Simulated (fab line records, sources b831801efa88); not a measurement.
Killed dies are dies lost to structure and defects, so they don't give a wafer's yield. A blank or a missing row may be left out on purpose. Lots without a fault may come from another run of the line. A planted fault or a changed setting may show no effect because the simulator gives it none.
fab line records | flow sky130 | part 1 of 2: steps 1 to 29 of 38
record lots=5 wafers=15 last_day=47
route steps=708 shown VIA1@465 METAL2@483
lots that met no fault: from a run of the same line without faults
start_h: hours from the record's first day to the start of the lot's first wafer shown | wait_h: hours since the lot's step before | " the same as in the row above | L1.1+2: a row that stands for several wafers | - no value, or no start given | * or withheld: withheld | < > ~ a bound
route shown NAME@n: a module of which the file shows steps, and the number in the route of the first | usual: mean/standard deviation of fault-free wafers | same: alike in all rows | chamber/n: place in a boat | sites: the reading at each site | _std_site: their standard deviation | _edge_site: outer sites' mean less inner sites' | radius_mm: how far each site lies from the wafer's centre | mask NAME#n: copy n | behind: the tool/chamber that last shaped the wafer | hold: why the lot was held/for how many hours/how that ended | device: the transistor (n, p or np) that didn't switch | end of line: the same wafers' tests at the end of the route | a step without rows: its recipe alone | killed: dies lost to structure and defects at the first sort, not the wafer's yield | map: a wafer's dies, x killed, . not, _ none there
set.NAME: the setting as run; set.NAME@STEP: as run at that earlier step | model.NAME: the simulator's own value behind a step, which no gauge read
lots at some steps of the route; a table a step, a row a wafer
services: from which hour (start_h, from the record's first day; less than 0 if before it) a tool's chamber was out of use, for how many hours, and why
## steps
# step SKY_VIA1_COAT_07
# recipe resist=KrF-thick spin_rpm=3000 resist_thk_nm=450
# columns lot.wafer tool chamber start_h wait_h
L074.3+4+6 litho_track-01 0 - -
L076.2+4+6 litho_track-02 0 - -
L080.2+3+6 litho_track-01 0 - -
L081.1+2+4 litho_track-01 0 - -
L083.2+3+4 litho_track-03 0 - -
# step SKY_VIA1_SOFTBAKE_08
# recipe temp_c=100 time_s=90 resist=KrF-thick
# columns lot.wafer tool chamber start_h wait_h
L074.3+4+6 litho_track-01 0 - -
L076.2+4+6 litho_track-02 0 - -
L080.2+3+6 litho_track-01 0 - -
L081.1+2+4 litho_track-01 0 - -
L083.2+3+4 litho_track-03 0 - -
# step SKY_VIA1_EXPOSE_09
# recipe mask_id=VIM na=0.8 source_shape=annular sigma_inner=0.55 sigma_outer=0.85 target_cd_nm=150 dose_mj=38
# usual reticle_temp_C=22.99/0.11
# same na=0.8 sigma_inner=0.55
# columns lot.wafer tool chamber start_h wait_h mask reticle_temp_C
L074.3 krf_scanner-01 0 - - VIM#0 22.80
L074.4 " 0 " " VIM#0 22.84
L074.6 " 0 " " VIM#0 22.77
L076.2 krf_scanner-02 0 - - VIM#0 23.06
L076.4 " 0 " " VIM#0 22.90
L076.6 " 0 " " VIM#0 22.92
L080.2 krf_scanner-02 0 - - VIM#0 23.18
L080.3 " 0 " " VIM#0 22.88
L080.6 " 0 " " VIM#0 23.19
L081.1 krf_scanner-02 0 - - VIM#0 23.13
L081.2 " 0 " " VIM#0 22.94
L081.4 " 0 " " VIM#0 22.94
L083.2 krf_scanner-01 0 - - VIM#0 23.24
L083.3 " 0 " " VIM#0 23.16
L083.4 " 0 " " VIM#0 23.06
# step SKY_VIA1_PEB_10
# recipe peb_temp_c=withheld peb_time_s=withheld resist=KrF-thick
# columns lot.wafer tool chamber start_h wait_h
L074.3+4+6 litho_track-01 0 - -
L076.2+4+6 litho_track-03 0 - -
L080.2+3+6 litho_track-02 0 - -
L081.1+2+4 litho_track-01 0 - -
L083.2+3+4 litho_track-03 0 - -
# step SKY_VIA1_DEVELOP_11
# recipe develop_time_s=60 resist=KrF-thick dev_temp_c=21
# columns lot.wafer tool chamber start_h wait_h
L074.3+4+6 litho_track-01 0 - -
L076.2+4+6 litho_track-03 0 - -
L080.2+3+6 litho_track-02 0 - -
L081.1+2+4 litho_track-01 0 - -
L083.2+3+4 litho_track-03 0 - -
# step SKY_VIA1_CD_MEAS_12
# recipe target_cd_nm=150
# usual cd_nm=150.7/1.8
# columns lot.wafer tool chamber start_h wait_h cd_nm
L074.3 cd_sem-02 - 788.74 - 151.6
L074.4 " - " " 150.0
L074.6 " - " " 150.3
L076.2 cd_sem-02 - 809.70 - 149.4
L076.4 " - " " 148.2
L076.6 " - " " 145.8
L080.2 cd_sem-01 - 848.61 - 152.7
L080.3 " - " " 151.9
L080.6 " - " " 151.0
L081.1 cd_sem-01 - 856.15 - 151.7
L081.2 " - " " 152.0
L081.4 " - " " 151.4
L083.2 cd_sem-01 - 856.65 - 150.7
L083.3 " - " " 150.8
L083.4 " - " " 149.8
# step SKY_VIA1_OVL_MEAS_13
# usual VIA1_OVL=-2/5.6
# columns lot.wafer tool chamber start_h wait_h VIA1_OVL[nm]
L074.3 overlay-02 - 788.83 0.1 -3
L074.4 " - " " -7
L074.6 " - " " -10
L076.2 overlay-02 - 809.81 0.1 -5
L076.4 " - " " -1
L076.6 " - " " 3
L080.2 overlay-02 - 848.71 0.1 -3
L080.3 " - " " -5
L080.6 " - " " 6
L081.1 overlay-02 - 856.27 0.1 1
L081.2 " - " " 6
L081.4 " - " " 6
L083.2 overlay-01 - 856.76 0.1 4
L083.3 " - " " -16
L083.4 " - " " 3
# step SKY_VIA1_ETCH_14
# recipe chemistry=N2/H2 target=BARC ion_energy_ev=200 source_w=500 bias_w=100 pressure_mtorr=30 n2_flow_sccm=100 h2_flow_sccm=200 stop_on=SiO2 time_s=45.9 target_depth_a=600
# usual drypump_motor_current_A=5.88/0.3 oes_product_au=0.854/0.005 throttle_valve_pct=13.225/0.0085
# columns lot.wafer tool chamber start_h wait_h drypump_motor_current_A oes_product_au rf_hours_counter_h throttle_valve_pct
L074.3 rie_diel-04 1 788.85 0.0 6.19 0.841 2 13.235
L074.4 " 2 " " 5.37 0.853 - 13.235
L074.6 " 3 " " 5.62 0.852 - 13.233
L076.2 rie_diel-02 1 809.84 0.0 5.74 0.855 13 13.213
L076.4 " 3 " " 6.04 0.856 21 13.221
L076.6 " 3 " " 6.03 0.857 - 13.245
L080.2 rie_diel-01 0 848.74 0.0 5.60 0.857 11 13.216
L080.3 " 3 " " 5.95 0.852 18 13.212
L080.6 " 1 " " 6.23 0.851 - 13.229
L081.1 rie_diel-04 0 856.30 0.0 6.17 0.858 1 13.221
L081.2 " 3 " " 5.64 0.855 8 13.237
L081.4 " 2 " " 5.35 0.858 18 13.236
L083.2 rie_diel-02 1 856.79 0.0 5.71 0.853 14 13.235
L083.3 " 0 " " 5.47 0.856 9 13.223
L083.4 " 2 " " 6.17 0.853 15 13.227
# step SKY_VIA1_ETCH_15
# recipe target=SiO2 chemistry=C4F8/O2/Ar target_depth_nm=351 stop_on=TiN mask_material=KrF-thick source_w=1500 bias_w=1200 pressure_mtorr=40 c4f8_flow_sccm=withheld O2_flow_sccm=6 Ar_flow_sccm=300 time_s=54
# usual oes_product_au=0.982/0.0054
# columns lot.wafer tool chamber start_h wait_h oes_product_au rf_hours_counter_h
L074.3 rie_diel-04 1 788.89 0.0 0.979 2
L074.4 " 2 " " 0.990 -
L074.6 " 3 " " 0.984 -
L076.2 rie_diel-02 1 809.88 0.0 0.987 13
L076.4 " 3 " " 0.988 21
L076.6 " 3 " " 0.985 -
L080.2 rie_diel-01 0 848.79 0.0 0.977 11
L080.3 " 3 " " 0.982 18
L080.6 " 1 " " 0.983 -
L081.1 rie_diel-04 0 856.34 0.0 0.984 1
L081.2 " 3 " " 0.978 8
L081.4 " 2 " " 0.986 18
L083.2 rie_diel-02 1 856.83 0.0 0.978 14
L083.3 " 0 " " 0.979 9
L083.4 " 2 " " 0.985 15
# step SKY_VIA1_STRIP_16
# recipe chemistry=O2/N2 power_w=1400 pressure_mtorr=1500 platen_temp_c=withheld o2_flow_sccm=3000 n2_flow_sccm=300 overash_fraction=0.5
# usual drypump_motor_current_A=5.6/0.33 oes_product_au=0.415/0.0047 strip_time_to_endpoint_s=4.443/0.027
# columns lot.wafer tool chamber start_h wait_h drypump_motor_current_A oes_product_au rf_hours_counter_h strip_time_to_endpoint_s
L074.3 plasma_asher-01 0 788.97 0.1 5.8 0.416 - 4.450
L074.4 " 1 " " 5.5 0.420 - 4.416
L074.6 " 1 " " 5.5 0.414 - 4.423
L076.2 plasma_asher-02 0 809.93 0.0 5.7 0.412 99 4.434
L076.4 " 0 " " 5.7 0.416 - 4.428
L076.6 " 1 " " 5.5 0.408 - 4.427
L080.2 plasma_asher-01 1 848.83 0.0 5.5 0.420 72 4.434
L080.3 " 1 " " 5.5 0.415 - 4.412
L080.6 " 1 " " 5.5 0.414 - 4.444
L081.1 plasma_asher-01 0 856.39 0.0 5.8 0.404 73 4.413
L081.2 " 1 " " 5.5 0.412 73 4.419
L081.4 " 0 " " 5.8 0.419 - 4.426
L083.2 plasma_asher-02 0 856.88 0.0 5.7 0.419 105 4.478
L083.3 " 1 " " 5.5 0.419 - 4.480
L083.4 " 0 " " 5.7 0.412 - 4.489
# step SKY_VIA1_STRIP_17
# recipe chemistry=post_etch_residue_remover time_s=1200 temp_c=72.5
# usual bath_guard_temp_C=72.6/0.4
# columns lot.wafer tool chamber start_h wait_h bath_guard_temp_C
L074.3 wet_bench-02 2 789.04 0.0 72.1
L074.4 " 2 " " 71.9
L074.6 " 2 " " 72.0
L076.2 wet_bench-02 0 810.03 0.1 72.1
L076.4 " 0 " " 72.9
L076.6 " 0 " " 72.8
L080.2 wet_bench-02 3 848.93 0.1 73.0
L080.3 " 3 " " 72.6
L080.6 " 3 " " 72.4
L081.1 wet_bench-03 0 856.49 0.1 73.0
L081.2 " 0 " " 72.8
L081.4 " 0 " " 72.6
L083.2 wet_bench-02 3 856.98 0.1 72.6
L083.3 " 3 " " 72.8
L083.4 " 3 " " 72.7
# step SKY_VIA1_CLEAN_18
# recipe chemistry=IPA time_s=180 temp_c=25
# columns lot.wafer tool chamber start_h wait_h
L074.3+4+6 wet_bench-04 2 789.38 0.0
L076.2+4+6 wet_bench-02 2 810.37 0.0
L080.2+3+6 wet_bench-03 3 849.27 0.0
L081.1+2+4 wet_bench-02 3 856.83 0.0
L083.2+3+4 wet_bench-03 3 857.32 0.0
# step SKY_VIA1_CLEAN_19
# recipe chemistry=O3/DIW dry=n2_spin
# columns lot.wafer tool chamber start_h wait_h
L074.3+4+6 wet_bench-02 3 789.44 0.0
L076.2+4+6 wet_bench-02 3 810.43 0.0
L080.2+3+6 wet_bench-04 2 849.34 0.0
L081.1+2+4 wet_bench-03 0 856.89 0.0
L083.2+3+4 wet_bench-04 1 857.38 0.0
# step SKY_VIA1_SPUTTER_20
# recipe material=TiN target_thk_nm=20 chamber_pressure_pa=5 power_w=4000 time_s=80
# usual throttle_valve_pct=30.4/0.71
# columns lot.wafer tool chamber start_h wait_h throttle_valve_pct
L074.3 pvd_sputter-04 - 789.53 0.0 30.1
L074.4 " - " " 30.8
L074.6 " - " " 31.2
L076.2 pvd_sputter-04 - 810.52 0.0 31.3
L076.4 " - " " 31.2
L076.6 " - " " 29.6
L080.2 pvd_sputter-04 - 849.43 0.0 29.6
L080.3 " - " " 31.1
L080.6 " - " " 31.0
L081.1 pvd_sputter-03 - 856.98 0.0 30.3
L081.2 " - " " 29.2
L081.4 " - " " 30.5
L083.2 pvd_sputter-04 - 857.47 0.0 29.8
L083.3 " - " " 31.0
L083.4 " - " " 31.3
# step SKY_VIA1_CVD_21
# recipe material=W target_thk_nm=270 time_s=80.902 temp_c=400 pressure_torr=40
# usual heater_power_w=871/52
# columns lot.wafer tool chamber start_h wait_h heater_power_w
L074.3 cvd_w-02 0 789.62 0.1 819
L074.4 " 1 " " 880
L074.6 " 1 " " 880
L076.2 cvd_w-01 1 810.58 0.0 878
L076.4 " 1 " " 890
L076.6 " 0 " " 905
L080.2 cvd_w-01 1 849.49 0.0 895
L080.3 " 1 " " 903
L080.6 " 1 " " 892
L081.1 cvd_w-02 1 857.04 0.0 906
L081.2 " 0 " " 815
L081.4 " 1 " " 903
L083.2 cvd_w-02 1 857.53 0.0 920
L083.3 " 0 " " 817
L083.4 " 1 " " 860
# step SKY_VIA1_RS_MEAS_22
# recipe thk_meas_gauge=four-point-probe reads=W_of_VIA1_CVD_21+TiN_of_VIA1_SPUTTER_20
# usual VIA1_W_RS=0.426/0.0069
# columns lot.wafer tool chamber start_h wait_h VIA1_W_RS[ohm/sq]
L074.3 film_metro-04 - 789.73 0.1 0.436
L074.4 " - " " 0.417
L074.6 " - " " 0.424
L076.2 film_metro-01 - 810.69 0.1 0.433
L076.4 " - " " 0.427
L076.6 " - " " 0.439
L080.2 film_metro-02 - 849.60 0.1 0.430
L080.3 " - " " 0.427
L080.6 " - " " 0.425
L081.1 film_metro-02 - 857.14 0.1 0.416
L081.2 " - " " 0.424
L081.4 " - " " 0.420
L083.2 film_metro-04 - 857.64 0.1 0.420
L083.3 " - " " 0.430
L083.4 " - " " 0.416
# step SKY_VIA1_THK_MEAS_23
# recipe thk_meas_gauge=xrf reads=W_of_VIA1_CVD_21
# usual VIA1_W_THK=269/4.8
# columns lot.wafer tool chamber start_h wait_h VIA1_W_THK[nm]
L074.3 film_metro-04 - 789.83 0.1 262
L074.4 " - " " 273
L074.6 " - " " 268
L076.2 film_metro-01 - 810.80 0.1 260
L076.4 " - " " 265
L076.6 " - " " 257
L080.2 film_metro-02 - 849.71 0.1 265
L080.3 " - " " 268
L080.6 " - " " 269
L081.1 film_metro-02 - 857.26 0.1 276
L081.2 " - " " 269
L081.4 " - " " 270
L083.2 film_metro-04 - 857.75 0.1 273
L083.3 " - " " 267
L083.4 " - " " 275
# step SKY_VIA1_CMP_24
# recipe stop_on=SiO2 t_overpolish_s=15 down_force_psi=3.5 platen_rpm=60 target_thk_nm=0 pad_velocity_m_s=0.94248
# usual motor_current_A=10.4/0.84 overpolish_run_s=15.000/0.0093 slurry_flow_ml_min=150.0/0.43 time_to_endpoint_s=65/3.7
# columns lot.wafer tool chamber start_h wait_h motor_current_A overpolish_run_s slurry_flow_ml_min time_to_endpoint_s
L074.4 cmp-02 0 789.92 0.1 10.3 14.979 149.9 67
L074.3 " 1 " " 11.0 14.987 150.2 64
L074.6 " 0 " " 9.9 15.005 149.9 66
L076.2 cmp-02 1 810.95 0.1 10.6 15.014 150.0 65
L076.4 " 2 " " 9.4 15.003 150.3 68
L076.6 " 0 " " 10.4 15.000 150.4 63
L080.3 cmp-02 2 849.81 0.1 9.1 15.012 149.6 61
L080.2 " 3 " " 10.7 14.999 149.5 61
L080.6 " 1 " " 9.9 15.005 150.8 64
L081.4 cmp-01 2 857.32 0.0 10.8 15.005 149.9 61
L081.2 " 3 " " 10.9 14.990 149.1 61
L081.1 " 0 " " 10.8 15.005 149.6 65
L083.4 cmp-02 0 857.97 0.2 10.0 15.007 150.1 68
L083.3 " 1 " " 10.2 15.002 150.5 67
L083.2 " 2 " " 8.9 14.998 149.4 67
# step SKY_METAL2_SPUTTER_00
# recipe material=Ti target_thk_nm=15 power_w=3000 time_s=10 chamber_pressure_pa=0.4
# usual throttle_valve_pct=29.6/0.68
# columns lot.wafer tool chamber start_h wait_h throttle_valve_pct
L074.3 pvd_sputter-02 - 790.17 0.1 28.9
L074.4 " - " " 29.2
L074.6 " - " " 28.4
L076.2 pvd_sputter-02 - 811.15 0.1 28.6
L076.4 " - " " 29.0
L076.6 " - " " 28.8
L080.2 pvd_sputter-01 - 850.06 0.1 30.6
L080.3 " - " " 29.7
L080.6 " - " " 29.8
L081.1 pvd_sputter-02 - 857.62 0.1 29.1
L081.2 " - " " 28.9
L081.4 " - " " 29.3
L083.2 pvd_sputter-02 - 858.27 0.1 28.8
L083.3 " - " " 29.3
L083.4 " - " " 29.4
# step SKY_METAL2_SPUTTER_01
# recipe material=TiN target_thk_nm=20 power_w=6500 time_s=16.7 chamber_pressure_pa=0.4
# usual throttle_valve_pct=29.6/0.7
# columns lot.wafer tool chamber start_h wait_h throttle_valve_pct
L074.3 pvd_sputter-02 - 790.19 0.0 28.9
L074.4 " - " " 29.1
L074.6 " - " " 28.8
L076.2 pvd_sputter-02 - 811.18 0.0 28.5
L076.4 " - " " 29.2
L076.6 " - " " 28.6
L080.2 pvd_sputter-01 - 850.09 0.0 30.4
L080.3 " - " " 30.0
L080.6 " - " " 29.8
L081.1 pvd_sputter-02 - 857.64 0.0 29.1
L081.2 " - " " 28.7
L081.4 " - " " 28.9
L083.2 pvd_sputter-02 - 858.29 0.0 28.8
L083.3 " - " " 29.2
L083.4 " - " " 29.1
# step SKY_METAL2_SPUTTER_02
# recipe material=AlCu target_thk_nm=250 power_w=10600 time_s=13.3 chamber_pressure_pa=0.4
# usual throttle_valve_pct=29.6/0.68
# columns lot.wafer tool chamber start_h wait_h throttle_valve_pct
L074.3 pvd_sputter-02 - 790.21 0.0 29.0
L074.4 " - " " 29.0
L074.6 " - " " 28.6
L076.2 pvd_sputter-02 - 811.20 0.0 28.7
L076.4 " - " " 29.4
L076.6 " - " " 29.1
L080.2 pvd_sputter-01 - 850.12 0.0 30.6
L080.3 " - " " 29.7
L080.6 " - " " 29.7
L081.1 pvd_sputter-02 - 857.66 0.0 29.0
L081.2 " - " " 28.9
L081.4 " - " " 29.3
L083.2 pvd_sputter-02 - 858.31 0.0 28.8
L083.3 " - " " 29.1
L083.4 " - " " 29.4
# step SKY_METAL2_SPUTTER_03
# recipe material=Ti target_thk_nm=5 power_w=3000 time_s=3.3 chamber_pressure_pa=0.4
# usual throttle_valve_pct=29.7/0.7
# columns lot.wafer tool chamber start_h wait_h throttle_valve_pct
L074.3 pvd_sputter-02 - 790.24 0.0 28.6
L074.4 " - " " 29.4
L074.6 " - " " 28.9
L076.2 pvd_sputter-02 - 811.23 0.0 29.1
L076.4 " - " " 29.3
L076.6 " - " " 29.0
L080.2 pvd_sputter-01 - 850.14 0.0 30.3
L080.3 " - " " 30.0
L080.6 " - " " 29.7
L081.1 pvd_sputter-02 - 857.69 0.0 29.2
L081.2 " - " " 28.6
L081.4 " - " " 29.0
L083.2 pvd_sputter-02 - 858.34 0.0 28.7
L083.3 " - " " 29.1
L083.4 " - " " 29.2
# step SKY_METAL2_SPUTTER_04
# recipe material=TiN target_thk_nm=70 power_w=6500 time_s=58.3 chamber_pressure_pa=0.4
# usual throttle_valve_pct=29.6/0.71
# columns lot.wafer tool chamber start_h wait_h throttle_valve_pct
L074.3 pvd_sputter-02 - 790.26 0.0 28.7
L074.4 " - " " 29.0
L074.6 " - " " 28.8
L076.2 pvd_sputter-02 - 811.24 0.0 28.7
L076.4 " - " " 29.1
L076.6 " - " " 28.6
L080.2 pvd_sputter-01 - 850.16 0.0 30.4
L080.3 " - " " 29.6
L080.6 " - " " 29.8
L081.1 pvd_sputter-02 - 857.71 0.0 29.3
L081.2 " - " " 28.9
L081.4 " - " " 29.2
L083.2 pvd_sputter-02 - 858.36 0.0 29.0
L083.3 " - " " 29.4
L083.4 " - " " 29.0
# step SKY_METAL2_RS_MEAS_05
# recipe thk_meas_gauge=four-point-probe reads=TiN_of_METAL2_SPUTTER_04+Ti_of_METAL2_SPUTTER_03+AlCu_of_METAL2_SPUTTER_02+TiN_of_METAL2_SPUTTER_01+Ti_of_METAL2_SPUTTER_00
# usual METAL2_ALCU_RS=0.1272/0.0018
# columns lot.wafer tool chamber start_h wait_h METAL2_ALCU_RS[ohm/sq]
L074.3 film_metro-04 - 790.35 0.1 0.1251
L074.4 " - " " 0.1257
L074.6 " - " " 0.1244
L076.2 film_metro-03 - 811.31 0.0 0.1249
L076.4 " - " " 0.1250
L076.6 " - " " 0.1257
L080.2 film_metro-03 - 850.24 0.0 0.1286
L080.3 " - " " 0.1290
L080.6 " - " " 0.1293
L081.1 film_metro-03 - 857.76 0.0 0.1267
L081.2 " - " " 0.1268
L081.4 " - " " 0.1272
L083.2 film_metro-03 - 858.43 0.0 0.1270
L083.3 " - " " 0.1273
L083.4 " - " " 0.1266
# step SKY_METAL2_THK_MEAS_06
# recipe thk_meas_gauge=xrf reads=AlCu_of_METAL2_SPUTTER_02
# usual METAL2_ALCU_THK=247/3.9
# columns lot.wafer tool chamber start_h wait_h METAL2_ALCU_THK[nm]
L074.3 film_metro-04 - 790.45 0.1 249
L074.4 " - " " 247
L074.6 " - " " 249
L076.2 film_metro-03 - 811.42 0.1 251
L076.4 " - " " 251
L076.6 " - " " 251
L080.2 film_metro-03 - 850.35 0.1 245
L080.3 " - " " 243
L080.6 " - " " 243
L081.1 film_metro-03 - 857.88 0.1 247
L081.2 " - " " 247
L081.4 " - " " 247
L083.2 film_metro-03 - 858.54 0.1 245
L083.3 " - " " 246
L083.4 " - " " 252
# step SKY_METAL2_DEHYDRATE_07
# recipe temp_c=200 time_s=60
# columns lot.wafer tool chamber start_h wait_h
L074.3+4+6 litho_track-02 0 802.59 12.1
L076.2+4+6 litho_track-02 0 823.76 12.3
L080.2+3+6 litho_track-04 0 863.09 12.7
L081.1+2+4 litho_track-02 0 870.64 12.8
L083.2+3+4 litho_track-04 0 871.49 12.9
# step SKY_METAL2_HMDS_08
# recipe prime_time_s=60 prime_temp_c=120
# columns lot.wafer tool chamber start_h wait_h
L074.3+4+6 litho_track-02 0 802.74 0.1
L076.2+4+6 litho_track-02 0 823.91 0.1
L080.2+3+6 litho_track-04 0 863.24 0.1
L081.1+2+4 litho_track-02 0 870.79 0.1
L083.2+3+4 litho_track-04 0 871.64 0.1
# step SKY_METAL2_COAT_09
# recipe resist=BARC temp_c=withheld time_s=withheld spin_rpm=3000 resist_thk_nm=60
# columns lot.wafer tool chamber start_h wait_h
L074.3+4+6 litho_track-02 0 802.89 0.1
L076.2+4+6 litho_track-02 0 824.06 0.1
L080.2+3+6 litho_track-04 0 863.39 0.1
L081.1+2+4 litho_track-02 0 870.94 0.1
L083.2+3+4 litho_track-04 0 871.79 0.1
# step SKY_METAL2_COAT_10
# recipe resist=KrF-thick spin_rpm=3000 resist_thk_nm=450
# columns lot.wafer tool chamber start_h wait_h
L074.3+4+6 litho_track-02 0 - -
L076.2+4+6 litho_track-02 0 - -
L080.2+3+6 litho_track-04 0 - -
L081.1+2+4 litho_track-02 0 - -
L083.2+3+4 litho_track-04 0 - -
